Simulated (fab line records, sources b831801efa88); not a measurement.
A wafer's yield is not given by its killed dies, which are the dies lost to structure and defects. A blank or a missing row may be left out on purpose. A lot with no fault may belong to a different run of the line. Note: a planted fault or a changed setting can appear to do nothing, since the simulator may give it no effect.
Struck lot and sound lot, side by side | flow gf180mcu | 14 steps out of a route of 602
Sound: the wafers L264.1, L264.2, L264.4. Struck: wafers L273.3, L273.4, L273.6. At the end, the cause is stated.
At each step with rows: each side's tool, then ch and its chambers, then its first start. Under that, the readings that differ: sound wafers | struck wafers | difference of the means | sigmas: that difference in standard deviations of wafers without a fault.
alike: same words and numbers on both sides, and readings whose means sit less than 2 such deviations apart. not compared: any withheld reading, any reading some wafer has no value for, any bound like >300 that may hide the same value, and any number with overlapping values for which the record gives no deviation.
The two part at a step that has a row with sigmas, a row that says differs or no value, or rows on one side only. Numbers that have no deviation but don't overlap get no sigmas and don't part them. A reading that every wafer of one side lacks parts them only if that side has two wafers or more.

GF_V3_ETCH_16: etches BARC in N2/H2.
  sound on rie_diel-03 ch 0,1,2, day 22 08:51; struck on rie_diel-01 ch 1,2,3, day 25 13:02
  alike: drypump_motor_current_A, oes_product_au, throttle_valve_pct
GF_V3_ETCH_17: etches SiO2 in C4F8/O2/Ar, stops on TiN, target depth 635 nm.
  sound on rie_diel-03 ch 0,1,2; struck on rie_diel-01 ch 1,2,3
  alike: oes_product_au
then, 3 steps without rows for these wafers: GF_V3_STRIP_18 (strips in O2/N2); GF_V3_STRIP_19 (strips in post etch residue remover, time 1200 s); GF_V3_CLEAN_20 (cleans in DIW).
GF_V3_SPUTTER_21: material Ti, target thk 15 nm, time 80.02 s.
  struck on pvd_sputter-02, day 25 13:43; sound on pvd_sputter-02, day 22 09:31
  alike: cathode_dc_power_W, chamber_pressure_pa, substrate_temp_c, throttle_valve_pct
then, 1 step without rows for these wafers: GF_V3_SPUTTER_22 (material TiN, target thk 10 nm, time 40 s).
GF_V3_CVD_23: deposits W, target thk 350 nm, time 104.9 s.
  sound on cvd_w-02 ch 0,1, day 22 09:37; struck on cvd_w-01 ch 0,1, day 25 13:52
  alike: heater_power_w
GF_V3_RS_MEAS_24: the measuring method here is four-point-probe.
  struck on film_metro-01, day 25 13:59; sound on film_metro-03, day 22 09:44
  alike: V3_W_RS
GF_V3_THK_MEAS_25: measures by xrf.
  struck on film_metro-01, day 25 14:05; sound on film_metro-03, day 22 09:51
  alike: V3_W_THK
GF_V3_CMP_26: polishes, stops on SiO2, t overpolish 15 s, target thk 0 nm.
  sound on cmp-01 ch 0,2,3, day 22 09:55; struck on cmp-02 ch 1,2,3, day 25 14:13
  alike: edge_zone_pressure_frac, motor_current_A, overpolish_run_s, slurry_filter_dp_kPa, slurry_flow_ml_min, time_to_endpoint_s
then, 1 step without rows for these wafers: GF_M4_SPUTTER_00 (material Ti, target thk 37.5 nm, time 150 s).
GF_M4_SPUTTER_01: material TiN, target thk 30 nm, time 25 s.
  struck on pvd_sputter-01, day 25 14:31; sound on pvd_sputter-03, day 22 10:19
  reading                                | sound                | struck               | difference | sigmas
  cathode_dc_power_W (W)                 | 6502.0 6498.7 6500.2 | 6793.9 6794.2 6793.1 | +293.4     | +99 or more
  model.TiN_of_M4_SPUTTER_01.thk_nm (nm) | 30.65 30.13 30.11    | 31.49 31.58 31.72    | +1.30      |
  alike: chamber_pressure_pa, throttle_valve_pct
then, 1 step without rows for these wafers: GF_M4_SPUTTER_02 (material AlCu, target thk 450 nm, time 23.9 s).

WHERE THEY PART
GF_M4_SPUTTER_01 only, going by this record.

WHY: what had been put in by the simulator
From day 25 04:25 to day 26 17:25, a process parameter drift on pvd_sputter-01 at GF_M4_SPUTTER_01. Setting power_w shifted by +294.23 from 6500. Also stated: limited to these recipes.
